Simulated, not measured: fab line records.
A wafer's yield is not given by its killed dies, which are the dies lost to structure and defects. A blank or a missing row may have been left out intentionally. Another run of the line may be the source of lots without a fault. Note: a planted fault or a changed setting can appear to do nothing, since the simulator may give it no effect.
Commonality check across tools	flow gf180mcu	Sample size 11 lots and 33 wafers

THE REASON FOR OPENING IT
Of 11 lots, 2 have the reading STI_OXIDATION_THK flagged at GF_STI_THK_MEAS_02. No-fault wafers: 9.97 nm, standard deviation 0.2.
Rule: a lot is flagged in two cases, either no wafer of it has a number, or all its wafers with numbers fall more than 4 standard deviations from that mean. The rest of the lots are taken to be sound.

lot	measured	on	STI_OXIDATION_THK (nm), wafer by wafer	flag
L853	day 1 13:31	film metro-04	9.95 10.03 9.77	
L855	day 1 21:53	film metro-04	10.13 10.11 10.04	
L857	day 2 07:31	film metro-02	9.57 9.69 9.63	
L860	day 2 22:31	film metro-02	9.92 10.06 9.76	
L864	day 3 19:13	film metro-04	10.26 10.28 10.29	
L865	day 4 00:00	film metro-01	9.87 9.81 9.98	
L866	day 4 04:31	film metro-02	6.95 7.12 6.79	FLAGGED
L867	day 4 09:49	film metro-04	9.76 9.84 9.89	
L868	day 4 15:47	film metro-04	6.49 6.79 6.57	FLAGGED
L870	day 5 00:56	film metro-02	9.72 9.56 9.68	
L876	day 6 06:54	film metro-02	9.95 10.01 10.07	
The numbers of the flagged lots are 6.79 nm on average: -3.19 nm against the usual, or -16 standard deviations.

EACH LOT AND THE TOOL IT RAN ON
The record keeps 1 process step preceding the reading, out of 602 steps on the route. Read each cell as the tool, then ch plus the chambers that the sampled wafers visited, then the start.
lot	flag	GF_STI_OXIDATION_01
L853		furnace-02 ch 0, day 1 12:07
L855		furnace-02 ch 0, day 1 20:29
L857		furnace-01 ch 0, day 2 06:07
L860		furnace-01 ch 0, day 2 21:07
L864		furnace-01 ch 0, day 3 17:49
L865		furnace-01 ch 0, day 3 22:35
L866	FLAGGED	furnace-01 ch 0, day 4 03:07
L867		furnace-02 ch 0, day 4 08:23
L868	FLAGGED	furnace-01 ch 0, day 4 14:23
L870		furnace-02 ch 0, day 4 23:32
L876		furnace-02 ch 0, day 6 05:29
These steps, and what they do:
- GF_STI_OXIDATION_01: stabilise 600 s, purge 300 s, target thk 10 nm.
- GF_STI_THK_MEAS_02

FLAGGED AGAINST TOTAL, ONE TOOL AT A TIME (gauges that did the reading follow at the end)
step	tool	lots run	flagged	share of the flagged lots	sound lots run after its first flagged lot
GF_STI_OXIDATION_01	furnace-01	6	2	all	0
GF_STI_OXIDATION_01	furnace-02	5	0	none	-
GF_STI_THK_MEAS_02	film metro-01	1	0	none	-
GF_STI_THK_MEAS_02	film metro-02	5	1	some	2 (L870,L876)
GF_STI_THK_MEAS_02	film metro-04	5	1	some	0

THE TABLE: WHAT IT ALLOWS
All flagged lots share 1 row of the table, namely furnace-01 at GF_STI_OXIDATION_01.
- furnace-01 at GF_STI_OXIDATION_01 ran 6 lots, 2 of them flagged. Last sound lot L865 at day 3 22:35, first flagged lot L866 at day 4 03:07; a fault beginning in between fits. Its own readings (spike tc bottom C, spike tc centre C, spike tc lower C, spike tc top C, spike tc upper C, tube center temp C, tube_center_temp_C_max, zone power upper pct) fall more than 4 standard deviations out on all wafers of the flagged lots.
Left over: one tool, furnace-01 at GF_STI_OXIDATION_01.

WHAT THE SIMULATOR PUT IN
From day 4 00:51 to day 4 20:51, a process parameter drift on furnace-01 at GF_STI_OXIDATION_01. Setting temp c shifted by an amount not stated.
Shown lots that were struck: L866, L868. The rule above reached the same finding.
